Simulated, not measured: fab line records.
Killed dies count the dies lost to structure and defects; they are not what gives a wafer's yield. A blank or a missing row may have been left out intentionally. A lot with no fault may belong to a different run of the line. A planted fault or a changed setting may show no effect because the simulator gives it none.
Which tool did it? ; flow gf180mcu ; 7 lots (21 wafers sampled), 1 step of a 602-step route

## WHAT EACH GAUGE READ, for each wafer
GF_DNWELL_TW_MEAS_09.
lot;measured;on;DNWELL_TW
L962;day 2 23:54;film-metro-02;1339 1332 1335
L965;day 3 16:50;film-metro-03;1365 1356 1360
L969;day 4 15:16;film-metro-02;1334 1329 1331
L972;day 5 05:18;film-metro-03;1358 1362 1359
L974;day 5 14:59;film-metro-03;1369 1354 1371
L976;day 6 02:18;film-metro-02;1339 1342 1345
L978;day 6 14:05;film-metro-02;1332 1332 1329

## EACH LOT AND THE TOOL THAT RAN IT (in order: tool; ch and the chambers of the sampled wafers; start)
The record shows no process step preceding these readings.

## THE ANSWER, worked out from the rows above alone
Rule: the lots themselves supply what counts as usual. Put in order of their means at a reading, lots are off if they are a third of the lots or fewer, leave a main group of 4 or more, and stand apart from it by a gap of 3 or more times the standard deviation of the main group's means; of several such gaps the widest counts. A main group whose means are all the same, to the digits that the tables above print for the reading, isn't used. Also off: a lot with no number at a reading for which 4 or more lots have one. The other lots that the step has rows for count as sound.
Nothing can be told from this: no lot is off at any reading shown.

## WHAT THE SIMULATOR PUT IN
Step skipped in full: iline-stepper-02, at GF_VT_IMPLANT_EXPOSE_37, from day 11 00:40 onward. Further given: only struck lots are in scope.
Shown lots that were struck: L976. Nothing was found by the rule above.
